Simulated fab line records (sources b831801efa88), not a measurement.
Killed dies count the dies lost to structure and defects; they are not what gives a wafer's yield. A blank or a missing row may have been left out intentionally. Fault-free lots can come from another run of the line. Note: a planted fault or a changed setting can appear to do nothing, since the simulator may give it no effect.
fab line records | flow sky130
record lots=6 | wafers=18 | last_day=50
route steps=708 shown VIA3@593 METAL4@598 CAP2M@603
lots that met no fault: from a run of the same line without faults
start_h: hours from the record's opening day to when the first of the lot's shown wafers began | wait_h: hours elapsed since this lot's preceding step | " identical to the entry in the row above | L1.1+2: a single row standing in for several wafers | - no value, or no start given | * or withheld: withheld | < > ~ a bound
route shown NAME@n: names a module that has steps shown in the file, with the first one's number in the route | usual: mean and standard deviation over wafers with no fault | same: alike in all rows | chamber/n: place in a boat | sites: per-site readings | _std_site: the standard deviation of these | _edge_site: outer sites' mean less inner sites' | radius_mm: how far each site lies from the wafer's centre | mask NAME#n: copy n | behind: tool/chamber where the wafer was last shaped | hold: why the lot went on hold/how many hours it stayed there/how the hold came to an end | device: transistor that didn't switch, given as n, p or np | end of line: the route-end tests of the same wafers | step lacking rows: just its recipe | killed: not the wafer's yield, but the dies lost to structure and defects at the first sort | map: dies across one wafer; x = killed, . = not, _ = none there
set.NAME: the setting as run; set.NAME@STEP: as run at that earlier step | model.NAME: the simulator's own value behind a step, which no gauge read
certain route steps with their lots: each step a table, each wafer a row
services: a tool's chamber out of use, with start hour (start_h, from the record's first day; less than 0 if before it), hours out, and reason
## steps
# step SKY_VIA3_SPUTTER_20
# recipe material=TiN | target_thk_nm=20 | chamber_pressure_pa=5 | power_w=4000 | time_s=80
# usual cathode_dc_power_W=4000.0/0.7 | chamber_pressure_pa=4.999/0.0092 | throttle_valve_pct=29.2/0.98
lot.wafer | tool           | chamber | start_h | wait_h | cathode_dc_power_W | chamber_pressure_pa | throttle_valve_pct
L958.1    | pvd_sputter-02 | -       | 936.99  | 0.0    | 3999.9             | 4.990               | 28.2
L958.4    | "              | -       | "       | "      | 4000.2             | 4.990               | 29.3
L958.6    | "              | -       | "       | "      | 4000.3             | 5.013               | 30.1
L968.1    | pvd_sputter-01 | -       | 1016.09 | 0.0    | 3999.8             | 4.972               | 29.6
L968.2    | "              | -       | "       | "      | 4000.2             | 5.001               | 29.5
L968.6    | "              | -       | "       | "      | 4000.0             | 5.005               | 29.5
L969.2    | pvd_sputter-04 | -       | 1019.04 | 0.0    | 4000.0             | 4.995               | 27.7
L969.3    | "              | -       | "       | "      | 3999.7             | 4.998               | 29.6
L969.6    | "              | -       | "       | "      | 3998.3             | 4.991               | 29.6
L971.1    | pvd_sputter-04 | -       | 1032.22 | 0.0    | 3999.9             | 5.017               | 27.7
L971.3    | "              | -       | "       | "      | 4000.5             | 4.999               | 30.0
L971.5    | "              | -       | "       | "      | 3999.7             | 5.010               | 27.5
L975.3    | pvd_sputter-04 | -       | 1053.11 | 0.0    | 4000.3             | 5.009               | 29.2
L975.4    | "              | -       | "       | "      | 3999.7             | 5.000               | 29.8
L975.5    | "              | -       | "       | "      | 3999.9             | 4.989               | 27.4
L980.2    | pvd_sputter-01 | -       | 1084.09 | 0.0    | 4000.6             | 4.994               | 29.2
L980.3    | "              | -       | "       | "      | 4000.4             | 5.005               | 29.3
L980.6    | "              | -       | "       | "      | 4000.7             | 4.988               | 28.4
# step SKY_VIA3_CVD_21
# recipe material=W | target_thk_nm=390 | time_s=117.31 | temp_c=400 | pressure_torr=40
# step SKY_VIA3_RS_MEAS_22
# recipe thk_meas_gauge=four-point-probe | reads=W_of_VIA3_CVD_21+TiN_of_VIA3_SPUTTER_20
# usual VIA3_W_RS=0.2923/0.0027
lot.wafer | tool          | chamber | start_h | wait_h | VIA3_W_RS[ohm/sq]
L958.1    | film_metro-01 | -       | 937.17  | 0.1    | 0.2948
L958.4    | "             | -       | "       | "      | 0.2912
L958.6    | "             | -       | "       | "      | 0.2877
L968.1    | film_metro-04 | -       | 1016.38 | 0.1    | 0.2931
L968.2    | "             | -       | "       | "      | 0.2948
L968.6    | "             | -       | "       | "      | 0.3003
L969.2    | film_metro-02 | -       | 1019.24 | 0.1    | 0.2948
L969.3    | "             | -       | "       | "      | 0.2940
L969.6    | "             | -       | "       | "      | 0.2938
L971.1    | film_metro-04 | -       | 1032.41 | 0.1    | 0.2933
L971.3    | "             | -       | "       | "      | 0.2900
L971.5    | "             | -       | "       | "      | 0.2914
L975.3    | film_metro-04 | -       | 1053.34 | 0.1    | 0.2928
L975.4    | "             | -       | "       | "      | 0.2917
L975.5    | "             | -       | "       | "      | 0.2957
L980.2    | film_metro-02 | -       | 1084.29 | 0.1    | 0.2916
L980.3    | "             | -       | "       | "      | 0.2928
L980.6    | "             | -       | "       | "      | 0.2909
# step SKY_VIA3_THK_MEAS_23
# recipe thk_meas_gauge=xrf | reads=W_of_VIA3_CVD_21
# usual VIA3_W_THK=388/4.6
lot.wafer | tool          | chamber | start_h | wait_h | VIA3_W_THK[nm]
L958.1    | film_metro-01 | -       | 937.29  | 0.1    | 386
L958.4    | "             | -       | "       | "      | 393
L958.6    | "             | -       | "       | "      | 393
L968.1    | film_metro-04 | -       | 1016.50 | 0.1    | 391
L968.2    | "             | -       | "       | "      | 392
L968.6    | "             | -       | "       | "      | 382
L969.2    | film_metro-02 | -       | 1019.35 | 0.1    | 383
L969.3    | "             | -       | "       | "      | 387
L969.6    | "             | -       | "       | "      | 384
L971.1    | film_metro-04 | -       | 1032.53 | 0.1    | 388
L971.3    | "             | -       | "       | "      | 391
L971.5    | "             | -       | "       | "      | 388
L975.3    | film_metro-04 | -       | 1053.44 | 0.1    | 389
L975.4    | "             | -       | "       | "      | 389
L975.5    | "             | -       | "       | "      | 386
L980.2    | film_metro-02 | -       | 1084.40 | 0.1    | 383
L980.3    | "             | -       | "       | "      | 384
L980.6    | "             | -       | "       | "      | 385
# step SKY_VIA3_CMP_24
# recipe stop_on=SiO2 | t_overpolish_s=20 | down_force_psi=3.5 | platen_rpm=60 | target_thk_nm=0 | pad_velocity_m_s=0.94248
# usual motor_current_A=11.1/0.85 | overpolish_run_s=20.002/0.0095 | slurry_filter_dp_kPa=13.51/0.14 | time_to_endpoint_s=96/3.4
# same t_overpolish_s=20
lot.wafer | tool   | chamber | start_h | wait_h | motor_current_A | overpolish_run_s | slurry_filter_dp_kPa | time_to_endpoint_s
L958.4    | cmp-02 | 0       | 939.78  | 2.4    | 12.0            | 20.006           | 13.33                | 93
L958.1    | "      | 2       | "       | "      | 10.9            | 19.999           | 13.86                | 96
L958.6    | "      | 1       | "       | "      | 12.2            | 19.994           | 13.35                | 93
L968.2    | cmp-02 | 0       | 1016.69 | 0.2    | 12.0            | 20.010           | 13.68                | 94
L968.1    | "      | 1       | "       | "      | 12.6            | 19.999           | 13.55                | 93
L968.6    | "      | 3       | "       | "      | 10.0            | 19.989           | 13.52                | 94
L969.2    | cmp-02 | 2       | 1019.45 | 0.1    | 10.6            | 20.001           | 13.71                | 99
L969.3    | "      | 0       | "       | "      | 11.5            | 20.020           | 13.67                | 95
L969.6    | "      | 2       | "       | "      | 10.9            | 20.005           | 13.66                | 100
L971.3    | cmp-02 | 1       | 1032.69 | 0.1    | 12.9            | 20.000           | 13.44                | 90
L971.1    | "      | 2       | "       | "      | 11.0            | 19.993           | 13.57                | 98
L971.5    | "      | 0       | "       | "      | 11.5            | 19.987           | 13.60                | 97
L975.4    | cmp-02 | 0       | 1053.53 | 0.1    | 11.2            | 20.017           | 13.43                | 97
L975.3    | "      | 2       | "       | "      | 10.8            | 19.990           | 13.55                | 97
L975.5    | "      | 3       | "       | "      | 10.2            | 20.008           | 13.59                | 97
L980.2    | cmp-01 | 1       | 1084.45 | 0.0    | 11.2            | 19.995           | 13.45                | 98
L980.3    | "      | 2       | "       | "      | 11.3            | 20.012           | 13.53                | 100
L980.6    | "      | 1       | "       | "      | 11.2            | 20.001           | 13.47                | 93
# step SKY_METAL4_SPUTTER_00
# recipe material=Ti | target_thk_nm=15 | power_w=3000 | time_s=10 | chamber_pressure_pa=0.4
# usual cathode_dc_power_W=3000.0/0.52 | chamber_pressure_pa=0.3999/0.0007 | throttle_valve_pct=29.6/0.97
lot.wafer | tool           | chamber | start_h | wait_h | cathode_dc_power_W | chamber_pressure_pa | throttle_valve_pct
L958.1    | pvd_sputter-04 | -       | 940.08  | 0.1    | 2999.7             | 0.4007              | 29.5
L958.4    | "              | -       | "       | "      | 3000.1             | 0.3993              | 30.0
L958.6    | "              | -       | "       | "      | 3000.7             | 0.4002              | 29.4
L968.1    | pvd_sputter-01 | -       | 1016.94 | 0.1    | 2999.7             | 0.3998              | 28.6
L968.2    | "              | -       | "       | "      | 2999.4             | 0.4001              | 29.5
L968.6    | "              | -       | "       | "      | 3000.5             | 0.4005              | 29.5
L969.2    | pvd_sputter-01 | -       | 1019.70 | 0.2    | 3000.9             | 0.3993              | 29.3
L969.3    | "              | -       | "       | "      | 3000.3             | 0.3995              | 28.5
L969.6    | "              | -       | "       | "      | 3000.0             | 0.4000              | 28.7
L971.1    | pvd_sputter-01 | -       | 1032.89 | 0.1    | 2999.8             | 0.3999              | 28.5
L971.3    | "              | -       | "       | "      | 2999.0             | 0.4006              | 29.3
L971.5    | "              | -       | "       | "      | 3000.0             | 0.3991              | 29.8
L975.3    | pvd_sputter-03 | -       | 1053.78 | 0.1    | 3000.0             | 0.4006              | 31.1
L975.4    | "              | -       | "       | "      | 2999.6             | 0.4002              | 29.9
L975.5    | "              | -       | "       | "      | 3000.3             | 0.4006              | 31.5
L980.2    | pvd_sputter-03 | -       | 1084.75 | 0.2    | 3000.5             | 0.3993              | 30.2
L980.3    | "              | -       | "       | "      | 3000.6             | 0.3993              | 31.2
L980.6    | "              | -       | "       | "      | 2999.4             | 0.4002              | 30.2
# step SKY_METAL4_SPUTTER_01
# recipe material=TiN | target_thk_nm=20 | power_w=6500 | time_s=16.7 | chamber_pressure_pa=0.4
# step SKY_METAL4_SPUTTER_02
# recipe material=AlCu | target_thk_nm=735 | power_w=10600 | time_s=39.1 | chamber_pressure_pa=0.4
# step SKY_METAL4_SPUTTER_03
# recipe material=Ti | target_thk_nm=5 | power_w=3000 | time_s=3.3 | chamber_pressure_pa=0.4
# step SKY_METAL4_SPUTTER_04
# recipe material=TiN | target_thk_nm=70 | power_w=6500 | time_s=58.3 | chamber_pressure_pa=0.4
# usual cathode_dc_power_W=6500.0/1.1 | chamber_pressure_pa=0.4001/0.00076 | throttle_valve_pct=29.6/0.98
lot.wafer | tool           | chamber | start_h | wait_h | cathode_dc_power_W | chamber_pressure_pa | throttle_valve_pct
L958.1    | pvd_sputter-04 | -       | 940.18  | 0.0    | 6500.6             | 0.4002              | 29.4
L958.4    | "              | -       | "       | "      | 6500.5             | 0.4002              | 29.8
L958.6    | "              | -       | "       | "      | 6499.8             | 0.4004              | 29.4
L968.1    | pvd_sputter-01 | -       | 1017.05 | 0.0    | 6500.0             | 0.4013              | 28.4
L968.2    | "              | -       | "       | "      | 6498.5             | 0.4005              | 29.2
L968.6    | "              | -       | "       | "      | 6499.6             | 0.4013              | 29.3
L969.2    | pvd_sputter-01 | -       | 1019.81 | 0.0    | 6501.6             | 0.3982              | 29.0
L969.3    | "              | -       | "       | "      | 6500.5             | 0.4001              | 28.5
L969.6    | "              | -       | "       | "      | 6500.2             | 0.4003              | 28.6
L971.1    | pvd_sputter-01 | -       | 1032.99 | 0.0    | 6498.9             | 0.4008              | 28.7
L971.3    | "              | -       | "       | "      | 6503.5             | 0.4004              | 29.3
L971.5    | "              | -       | "       | "      | 6499.9             | 0.3999              | 29.5
L975.3    | pvd_sputter-03 | -       | 1053.88 | 0.0    | 6500.2             | 0.4003              | 31.4
L975.4    | "              | -       | "       | "      | 6498.9             | 0.4003              | 30.1
L975.5    | "              | -       | "       | "      | 6499.7             | 0.4007              | 31.6
L980.2    | pvd_sputter-03 | -       | 1084.86 | 0.0    | 6499.7             | 0.4012              | 30.0
L980.3    | "              | -       | "       | "      | 6498.1             | 0.3993              | 31.2
L980.6    | "              | -       | "       | "      | 6498.0             | 0.4006              | 30.2
# step SKY_CAP2M_CVD_00
# recipe material=SiO2 | target_thk_nm=15.5 | temp_c=400 | time_s=withheld | rf_w=450
# step SKY_CAP2M_THK_MEAS_01
# recipe reads=SiO2_of_CAP2M_CVD_00
# usual CAP2M_CVD_00_THK=15.51/0.21
lot.wafer | tool          | chamber | start_h | wait_h | CAP2M_CVD_00_THK[nm]
L958.1    | film_metro-02 | -       | 940.25  | -      | 15.61
L958.4    | "             | -       | "       | "      | 15.49
L958.6    | "             | -       | "       | "      | 15.81
L968.1    | film_metro-03 | -       | 1017.13 | -      | 15.48
L968.2    | "             | -       | "       | "      | 15.28
L968.6    | "             | -       | "       | "      | 15.77
L969.2    | film_metro-04 | -       | 1019.90 | -      | 15.34
L969.3    | "             | -       | "       | "      | 15.49
L969.6    | "             | -       | "       | "      | 15.45
L971.1    | film_metro-02 | -       | 1033.06 | -      | 15.51
L971.3    | "             | -       | "       | "      | 15.41
L971.5    | "             | -       | "       | "      | 15.81
L975.3    | film_metro-03 | -       | 1053.97 | -      | 15.39
L975.4    | "             | -       | "       | "      | 15.54
L975.5    | "             | -       | "       | "      | 15.50
L980.2    | film_metro-04 | -       | 1084.94 | -      | 15.44
L980.3    | "             | -       | "       | "      | 15.50
L980.6    | "             | -       | "       | "      | 15.66
# step SKY_CAP2M_SPUTTER_02
# recipe material=TiN | target_thk_nm=200 | temp_c=300 | power_w=6500 | time_s=166.7 | chamber_pressure_pa=0.4
# usual cathode_dc_power_W=6500.0/1.2 | chamber_pressure_pa=0.3998/0.00076 | throttle_valve_pct=29.7/1.2
lot.wafer | tool           | chamber | start_h | wait_h | cathode_dc_power_W | chamber_pressure_pa | throttle_valve_pct
L958.1    | pvd_sputter-03 | -       | 940.31  | 0.1    | 6499.2             | 0.3989              | 30.1
L958.4    | "              | -       | "       | "      | 6500.3             | 0.3993              | 31.4
L958.6    | "              | -       | "       | "      | 6500.4             | 0.4000              | 31.1
L968.1    | pvd_sputter-03 | -       | 1017.19 | 0.1    | -                  | -                   | -
L968.2    | "              | -       | "       | "      | -                  | -                   | -
L968.6    | "              | -       | "       | "      | -                  | -                   | -
L969.2    | pvd_sputter-04 | -       | 1019.95 | 0.0    | -                  | -                   | -
L969.3    | "              | -       | "       | "      | -                  | -                   | -
L969.6    | "              | -       | "       | "      | -                  | -                   | -
L971.1    | pvd_sputter-02 | -       | 1033.12 | 0.1    | 6500.9             | 0.4006              | 31.3
L971.3    | "              | -       | "       | "      | 6500.6             | 0.4005              | 29.2
L971.5    | "              | -       | "       | "      | 6498.2             | 0.3995              | 27.9
L975.3    | pvd_sputter-04 | -       | 1054.01 | 0.0    | 6500.4             | 0.3992              | 27.5
L975.4    | "              | -       | "       | "      | 6503.4             | 0.3998              | 29.5
L975.5    | "              | -       | "       | "      | 6500.8             | 0.4006              | 27.4
L980.2    | pvd_sputter-04 | -       | 1084.99 | 0.0    | 6501.2             | 0.3999              | 30.1
L980.3    | "              | -       | "       | "      | 6499.7             | 0.3992              | 29.0
L980.6    | "              | -       | "       | "      | 6498.5             | 0.3989              | 29.2
# step SKY_CAP2M_RS_MEAS_03
# recipe thk_meas_gauge=four-point-probe | reads=TiN_of_CAP2M_SPUTTER_02
# usual CAP2M_TIN_RS=6.86/0.07
lot.wafer | tool          | chamber | start_h | wait_h | CAP2M_TIN_RS[ohm/sq]
L958.1    | film_metro-03 | -       | 940.42  | 0.1    | 6.88
L958.4    | "             | -       | "       | "      | 6.93
L958.6    | "             | -       | "       | "      | 6.92
L968.1    | film_metro-02 | -       | 1017.30 | 0.1    | -
L968.2    | "             | -       | "       | "      | -
L968.6    | "             | -       | "       | "      | -
L969.2    | film_metro-03 | -       | 1020.08 | 0.1    | -
L969.3    | "             | -       | "       | "      | -
L969.6    | "             | -       | "       | "      | -
L971.1    | film_metro-03 | -       | 1033.23 | 0.1    | 6.82
L971.3    | "             | -       | "       | "      | 6.71
L971.5    | "             | -       | "       | "      | 6.70
L975.3    | film_metro-04 | -       | 1054.16 | 0.1    | 6.81
L975.4    | "             | -       | "       | "      | 6.85
L975.5    | "             | -       | "       | "      | 6.83
L980.2    | film_metro-03 | -       | 1085.12 | 0.1    | 6.95
L980.3    | "             | -       | "       | "      | 6.90
L980.6    | "             | -       | "       | "      | 6.90
# step SKY_CAP2M_THK_MEAS_04
# recipe thk_meas_gauge=xrf | reads=TiN_of_CAP2M_SPUTTER_02
# usual CAP2M_TIN_THK=202.3/2.2
lot.wafer | tool          | chamber | start_h | wait_h | CAP2M_TIN_THK[nm]
L958.1    | film_metro-03 | -       | 940.54  | 0.1    | 201.7
L958.4    | "             | -       | "       | "      | 199.9
L958.6    | "             | -       | "       | "      | 201.5
L968.1    | film_metro-02 | -       | 1017.42 | 0.1    | <0.0
L968.2    | "             | -       | "       | "      | <0.0
L968.6    | "             | -       | "       | "      | <0.0
L969.2    | film_metro-03 | -       | 1020.19 | 0.1    | <0.0
L969.3    | "             | -       | "       | "      | <0.0
L969.6    | "             | -       | "       | "      | <0.0
L971.1    | film_metro-03 | -       | 1033.35 | 0.1    | 202.9
L971.3    | "             | -       | "       | "      | 204.7
L971.5    | "             | -       | "       | "      | 206.6
L975.3    | film_metro-04 | -       | 1054.26 | 0.1    | 204.3
L975.4    | "             | -       | "       | "      | 201.8
L975.5    | "             | -       | "       | "      | 202.9
L980.2    | film_metro-03 | -       | 1085.23 | 0.1    | 200.3
L980.3    | "             | -       | "       | "      | 201.8
L980.6    | "             | -       | "       | "      | 202.0
# step SKY_CAP2M_DEHYDRATE_05
# recipe temp_c=200 | time_s=60
# step SKY_CAP2M_HMDS_06
# recipe prime_time_s=60 | prime_temp_c=120
# step SKY_CAP2M_COAT_07
# recipe resist=NOVOLAK | spin_rpm=3000 | resist_thk_nm=1140
# step SKY_CAP2M_SOFTBAKE_08
# recipe temp_c=90 | time_s=60 | resist=NOVOLAK
# step SKY_CAP2M_EXPOSE_09
# recipe mask_id=CAP2M | na=0.6 | source_shape=conventional | sigma_outer=0.6 | polarization=unpolarized | target_cd_nm=1000 | dose_mj=159
# step SKY_CAP2M_PEB_10
# recipe temp_c=withheld | time_s=* | resist=NOVOLAK
# step SKY_CAP2M_DEVELOP_11
# recipe resist=NOVOLAK | developer=TMAH | develop_time_s=60 | dev_temp_c=23
# step SKY_CAP2M_OVL_MEAS_12
# usual CAP2M_OVL=-0.8/1.6
lot.wafer | tool       | chamber | start_h | wait_h | CAP2M_OVL[nm]
L958.1    | overlay-01 | -       | 963.99  | 0.1    | -3.9
L958.4    | "          | -       | "       | "      | -1.4
L958.6    | "          | -       | "       | "      | -1.1
L968.1    | overlay-02 | -       | 1039.64 | 0.1    | 0.9
L968.2    | "          | -       | "       | "      | 0.4
L968.6    | "          | -       | "       | "      | 0.7
L969.2    | overlay-01 | -       | 1042.64 | 0.1    | -0.1
L969.3    | "          | -       | "       | "      | -1.4
L969.6    | "          | -       | "       | "      | -0.5
L971.1    | overlay-02 | -       | 1054.94 | 0.1    | 0.4
L971.3    | "          | -       | "       | "      | -0.1
L971.5    | "          | -       | "       | "      | 1.1
L975.3    | overlay-02 | -       | 1074.68 | 0.1    | -1.1
L975.4    | "          | -       | "       | "      | -1.7
L975.5    | "          | -       | "       | "      | -2.6
L980.2    | overlay-01 | -       | 1105.28 | 0.1    | 0.6
L980.3    | "          | -       | "       | "      | 1.1
L980.6    | "          | -       | "       | "      | 1.7
# step SKY_CAP2M_METAL_ETCH_13
# recipe target_depth_nm=220 | stop_on=SiO2 | chemistry=Cl2/BCl3 | target=TiN | pressure_mtorr=10 | icp_w=900 | bias_w=48.5 | Cl2_flow_sccm=60 | bcl3_flow_sccm=30 | time_s=62.9
# usual bias_w=48.48/0.15 | drypump_motor_current_A=5.61/0.17 | oes_product_au=0.945/0.0068 | throttle_valve_pct=21.899/0.0096
lot.wafer | tool         | chamber | start_h | wait_h | bias_w | drypump_motor_current_A | oes_product_au | rf_hours_counter_h | throttle_valve_pct
L958.1    | rie_metal-04 | 0       | 964.02  | 0.0    | 48.36  | 5.85                    | 0.944          | 12                 | 21.895
L958.4    | "            | 1       | "       | "      | 48.63  | 5.25                    | 0.951          | -                  | 21.897
L958.6    | "            | 0       | "       | "      | 48.73  | 5.85                    | 0.945          | -                  | 21.903
L968.1    | rie_metal-01 | 1       | 1039.67 | 0.0    | 48.70  | 5.65                    | 0.375          | 21                 | 22.271
L968.2    | "            | 0       | "       | "      | 48.55  | 5.65                    | 0.375          | 18                 | 22.260
L968.6    | "            | 0       | "       | "      | 48.13  | 5.65                    | 0.381          | -                  | 22.265
L969.2    | rie_metal-01 | 0       | 1042.67 | 0.0    | 48.51  | 5.66                    | 0.375          | 18                 | 22.264
L969.3    | "            | 1       | "       | "      | 48.77  | 5.68                    | 0.373          | -                  | 22.257
L969.6    | "            | 1       | "       | "      | 48.59  | 5.66                    | 0.367          | -                  | 22.245
L971.1    | rie_metal-03 | 1       | 1054.97 | 0.0    | 48.48  | 5.59                    | 0.944          | 9                  | 21.887
L971.3    | "            | 0       | "       | "      | 48.46  | 5.65                    | 0.954          | -                  | 21.877
L971.5    | "            | 1       | "       | "      | 48.62  | 5.60                    | 0.957          | -                  | 21.907
L975.3    | rie_metal-03 | 1       | 1074.73 | 0.0    | 48.57  | 5.61                    | 0.948          | -                  | 21.898
L975.4    | "            | 0       | "       | "      | 48.41  | 5.63                    | 0.951          | -                  | 21.878
L975.5    | "            | 0       | "       | "      | 48.71  | 5.63                    | 0.939          | -                  | 21.910
L980.2    | rie_metal-03 | 0       | 1105.31 | 0.0    | 48.45  | 5.63                    | 0.936          | 12                 | 21.892
L980.3    | "            | 1       | "       | "      | 48.39  | 5.63                    | 0.942          | -                  | 21.905
L980.6    | "            | 1       | "       | "      | 48.30  | 5.63                    | 0.943          | -                  | 21.892
# step SKY_CAP2M_STRIP_14
# recipe chemistry=O2/N2 | power_w=1400 | pressure_mtorr=1500 | platen_temp_c=withheld | o2_flow_sccm=3000 | n2_flow_sccm=300 | overash_fraction=0.5
# usual drypump_motor_current_A=5.3/0.35 | o2_flow_sccm=3000/8.7 | oes_product_au=0.709/0.0046 | strip_time_to_endpoint_s=12.65/0.04
# same overash_fraction=0.5
lot.wafer | tool            | chamber | start_h | wait_h | drypump_motor_current_A | o2_flow_sccm | oes_product_au | rf_hours_counter_h | strip_time_to_endpoint_s
L958.1    | plasma_asher-03 | 0       | 964.10  | 0.1    | 5.3                     | 3002         | 0.719          | 80                 | 12.59
L958.4    | "               | 0       | "       | "      | 5.2                     | 2987         | 0.709          | -                  | 12.64
L958.6    | "               | 0       | "       | "      | 5.3                     | 2992         | 0.705          | -                  | 12.62
L968.1    | plasma_asher-02 | 1       | 1039.75 | 0.1    | 5.8                     | 3010         | 0.712          | 121                | 12.71
L968.2    | "               | 0       | "       | "      | 5.7                     | 2997         | 0.711          | 121                | 12.71
L968.6    | "               | 1       | "       | "      | 5.8                     | 2999         | 0.712          | -                  | 12.68
L969.2    | plasma_asher-02 | 0       | 1042.75 | 0.1    | 5.7                     | 2985         | 0.704          | 121                | 12.68
L969.3    | "               | 0       | "       | "      | 5.7                     | 2997         | 0.713          | -                  | 12.59
L969.6    | "               | 1       | "       | "      | 5.8                     | 2979         | 0.714          | -                  | 12.61
L971.1    | plasma_asher-03 | 1       | 1055.05 | 0.1    | 4.8                     | 3000         | 0.714          | 89                 | 12.64
L971.3    | "               | 0       | "       | "      | 5.3                     | 3012         | 0.711          | -                  | 12.63
L971.5    | "               | 0       | "       | "      | 5.3                     | 3006         | 0.712          | -                  | 12.62
L975.3    | plasma_asher-01 | 0       | 1074.81 | 0.1    | 5.1                     | 3008         | 0.707          | -                  | 12.66
L975.4    | "               | 1       | "       | "      | 5.4                     | 3008         | 0.703          | -                  | 12.67
L975.5    | "               | 1       | "       | "      | 5.5                     | 2992         | 0.711          | -                  | 12.68
L980.2    | plasma_asher-03 | 1       | 1105.38 | 0.1    | 4.9                     | 3003         | 0.705          | 93                 | 12.64
L980.3    | "               | 1       | "       | "      | 4.8                     | 3005         | 0.710          | -                  | 12.73
L980.6    | "               | 0       | "       | "      | 5.3                     | 2996         | 0.710          | -                  | 12.67
## services
tool            | chamber | start_h | hours | kind
cmp-01          | -       | 936.08  | 2.0   | repair
cmp-02          | -       | 936.36  | 2.5   | repair
cmp-02          | -       | 963.30  | 0.8   | repair
pvd_sputter-02  | -       | 968.13  | 2.4   | repair
pvd_sputter-02  | -       | 968.34  | 9.6   | repair
pvd_sputter-04  | -       | 979.53  | 5.0   | repair
plasma_asher-03 | -       | 988.18  | 1.3   | repair
pvd_sputter-04  | -       | 988.26  | 1.0   | repair
cmp-02          | -       | 990.35  | 3.3   | repair
cmp-02          | -       | 993.98  | 5.1   | pm
rie_metal-01    | 0       | 1010.40 | 10.6  | repair
rie_metal-01    | -       | 1025.95 | 1.3   | repair
pvd_sputter-01  | -       | 1042.28 | 5.3   | repair
rie_metal-01    | 1       | 1046.89 | 4.7   | repair
plasma_asher-02 | -       | 1055.25 | 9.0   | pm
rie_metal-01    | -       | 1062.84 | 54.9  | repair
pvd_sputter-03  | -       | 1065.02 | 4.6   | repair
plasma_asher-03 | -       | 1065.66 | 5.3   | pm
rie_metal-01    | -       | 1079.03 | 13.5  | repair
pvd_sputter-02  | -       | 1082.53 | 0.6   | repair
cmp-02          | -       | 1084.39 | 4.0   | pm
cmp-02          | -       | 1089.73 | 1.9   | repair
cmp-02          | -       | 1103.47 | 1.4   | repair
plasma_asher-02 | -       | 1104.68 | 3.3   | repair
## key
first_sign step=SKY_CAP2M_SPUTTER_02 | reading=tool_record | direction=missing
effect step=SKY_CAP2M_RS_MEAS_03 | reading=CAP2M_TIN_RS | direction=missing
effect step=SKY_CAP2M_THK_MEAS_04 | reading=CAP2M_TIN_THK | direction=down | sigmas=92 | usual=202.3 | struck=<0.0
effect step=SKY_CAP2M_METAL_ETCH_13 | reading=oes_product_au | direction=down | sigmas=83 | usual=0.945 | struck=0.374
met_at SKY_CAP2M_SPUTTER_02
struck_wafers L968.1,L968.2,L968.6,L969.2,L969.3,L969.6
later_rows_left_out L968.1,L968.2,L968.6,L969.2,L969.3,L969.6
sort_left_out L968.1,L968.2,L968.6,L969.2,L969.3,L969.6
onset_between 940.31 1017.19
fault kind=skipped_step_whole | tool=pvd_sputter-03,pvd_sputter-04 | chamber=- | onset_h=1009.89 | steps=SKY_CAP2M_SPUTTER_02 | scope=struck_lots_only
# sort_left_out: the simulated sort isn't trusted on such a fault, so these wafers' sort isn't shown, and their yield isn't known
# later_rows_left_out: the simulator's readings of these wafers behind a module that went badly wrong aren't trusted and aren't shown, but for the sort
